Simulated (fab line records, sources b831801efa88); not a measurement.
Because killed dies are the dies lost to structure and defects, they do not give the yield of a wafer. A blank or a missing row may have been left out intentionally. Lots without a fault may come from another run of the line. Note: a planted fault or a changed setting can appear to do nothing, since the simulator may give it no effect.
Chamber matching ; flow gf180mcu ; 3 sister chambers for GF_V3_CVD_02 on pecvd-02
The step deposits SiO2 from TEOS, target thk 850 nm, time 94.851 s. 3 wafers are shown with their chamber, then 9 later ones without.

## WAFERS WITH THEIR CHAMBER
wafer;chamber;heater_power_w (W)
L080.4;2;672
L082.4;1;671
L082.5;0;785

## WAFERS MISSING THEIR CHAMBER
wafer;heater_power_w (W)
L085.3;672
L085.4;782
L085.5;553
L087.3;686
L087.4;537
L087.5;798
L093.1;554
L093.2;620
L093.5;627

## EACH ONE'S CHAMBER
wafer;from the rows above;in truth
L085.3;can't be placed: 2 or 1 or 0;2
L085.4;can't be placed: 0 or 2 or 1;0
L085.5;can't be placed: 1 or 2 or 0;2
L087.3;can't be placed: 2 or 1 or 0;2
L087.4;can't be placed: 1 or 2 or 0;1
L087.5;can't be placed: 0 or 2 or 1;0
L093.1;can't be placed: 1 or 2 or 0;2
L093.2;can't be placed: 1 or 2 or 0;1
L093.5;can't be placed: 1 or 2 or 0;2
Correct placement for 0 of the 9. These rows do not allow placing 9 (true chamber among the candidates in 9). Number placed wrongly: 0.
How it was worked out, from the rows above alone: a wafer's distance from a chamber is the root of the sum, over the readings, of the square of ((its reading less the chamber's mean) divided by the reading's scatter). If the next closest chamber is less than 2 further off than the closest, the wafer can't be placed; otherwise it belongs to the closest. Each chamber's mean is taken over the wafers shown for it. The scatter: root of mean squared gap, hidden wafer to nearest shown wafer, with one shown wafer a chamber.
